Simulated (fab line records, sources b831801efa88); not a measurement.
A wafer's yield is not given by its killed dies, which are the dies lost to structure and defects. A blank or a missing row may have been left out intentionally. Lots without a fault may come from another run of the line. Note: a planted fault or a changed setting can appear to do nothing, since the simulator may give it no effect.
Comparing a struck lot with a sound one    flow gf180mcu    23 steps out of a route of 602
Sound: wafers L598.1, L598.3, L598.6. The struck wafers were L601.1, L601.4, L601.5. The cause comes at the end.
At each step with rows: each side's tool, then ch and its chambers, then its first start. Under that, the readings that differ: sound wafers    struck wafers    difference of the means    sigmas: that difference in standard deviations of wafers without a fault.
alike: readings with means less than 2 such deviations apart, plus words and numbers identical on both sides. not compared: withheld readings, readings lacking a value on some wafer, bounds such as >300 that could conceal the same value, and numbers that have no deviation in the record and whose values overlap.
Wherever a step has rows on one side only, a row that says differs or no value, or a row with sigmas, the two part there. Non-overlapping numbers with no deviation appear without sigmas and do not part them. A reading missing from all wafers of one side parts the sides only when that side holds two or more wafers.

first, 5 steps without rows for these wafers: GF_HV_LDD_COAT_02 (resist thk 1000 nm); GF_HV_LDD_SOFTBAKE_03 (time 60 s); GF_HV_LDD_EXPOSE_04 (exposes mask Nplus LV AREA, target cd 400 nm); GF_HV_LDD_PEB_05; GF_HV_LDD_DEVELOP_06 (develop time 60 s).
GF_HV_LDD_CD_MEAS_07: the cd target is 400 nm.
  sound on cd-sem-02 at day 14 11:33; struck on cd-sem-01 at day 15 11:29
  alike: cd-nm
GF_HV_LDD_OVL_MEAS_08:
  sound on overlay-02 at day 14 11:40; struck on overlay-01 at day 15 11:37
  alike: HV_LDD_OVL
then, 1 step without rows for these wafers: GF_HV_LDD_IMPLANT_09.
GF_HV_LDD_STRIP_10: strips in O2/N2.
  sound on plasma-asher-02 ch 0, day 14 11:52; struck on plasma-asher-04 ch 0,1, day 15 11:48
  alike: drypump-motor-current-A, heater-power-w, n2-flow-sccm, oes-product-au, platen-temp-c, strip-time-to-endpoint-s
  not compared: rf-hours-counter-h
GF_HV_LDD_TW_MEAS_11:
  sound on film-metro-03 at day 14 11:58; struck on film-metro-01 at day 15 11:54
  alike: HV_LDD_TW
then, 2 steps without rows for these wafers: GF_HV_LDD_DEHYDRATE_12 (time 60 s); GF_HV_LDD_HMDS_13 (prime time 60 s).
GF_HV_LDD_COAT_14: resist thk 1000 nm.
  sound on litho-track-02 ch 0, day 14 21:47; struck on litho-track-02 ch 0, day 15 21:53
reading                                      sound             struck             difference  sigmas
model.NOVOLAK_of_HV_LDD_COAT_14.thk-nm (nm)  998.7 1000 999.7  984.8 985.9 986.2  -13.8       
then, 3 steps without rows for these wafers: GF_HV_LDD_SOFTBAKE_15 (time 60 s); GF_HV_LDD_EXPOSE_16 (exposes mask Pplus LV AREA, target cd 400 nm); GF_HV_LDD_PEB_17.
GF_HV_LDD_DEVELOP_18: develop time 60 s.
  sound on litho-track-02 ch 0, day 15 08:35; struck on litho-track-01 ch 0, day 16 08:45
reading                                      sound              struck             difference  sigmas
model.NOVOLAK_of_HV_LDD_COAT_14.thk-nm (nm)  998.3 999.9 999.3  984.4 985.5 985.8  -13.9       
GF_HV_LDD_CD_MEAS_19: the cd target is 400 nm.
  sound on cd-sem-02 at day 15 08:44; struck on cd-sem-02 at day 16 08:54
  alike: cd-nm
GF_HV_LDD_OVL_MEAS_20:
  sound on overlay-02 at day 15 08:52; struck on overlay-01 at day 16 09:01
  alike: HV_LDD_01_OVL
then, 1 step without rows for these wafers: GF_HV_LDD_IMPLANT_21.
GF_HV_LDD_STRIP_22: strips in O2/N2.
  sound on plasma-asher-02 ch 0,1, day 15 09:03; struck on plasma-asher-01 ch 0,1, day 16 09:13
reading                       sound              struck             difference  sigmas
strip-time-to-endpoint-s (s)  12.61 12.63 12.63  12.46 12.45 12.46  -0.17       -5
  alike: drypump-motor-current-A, heater-power-w, n2-flow-sccm, oes-product-au, platen-temp-c
  not compared: rf-hours-counter-h
GF_HV_LDD_TW_MEAS_23:
  sound on film-metro-02 at day 15 09:09; struck on film-metro-02 at day 16 09:19
  alike: HV_LDD_2_TW
GF_PASSIVATION_PROBE_99:
  the record holds rows for the sound wafers here (prober-02, day 33 02:26) but none for the struck ones

== WHERE THEY PART ==
Last at GF_PASSIVATION_PROBE_99 as far as this record goes, first at GF_HV_LDD_STRIP_22.

WHY: whatever the simulator had introduced
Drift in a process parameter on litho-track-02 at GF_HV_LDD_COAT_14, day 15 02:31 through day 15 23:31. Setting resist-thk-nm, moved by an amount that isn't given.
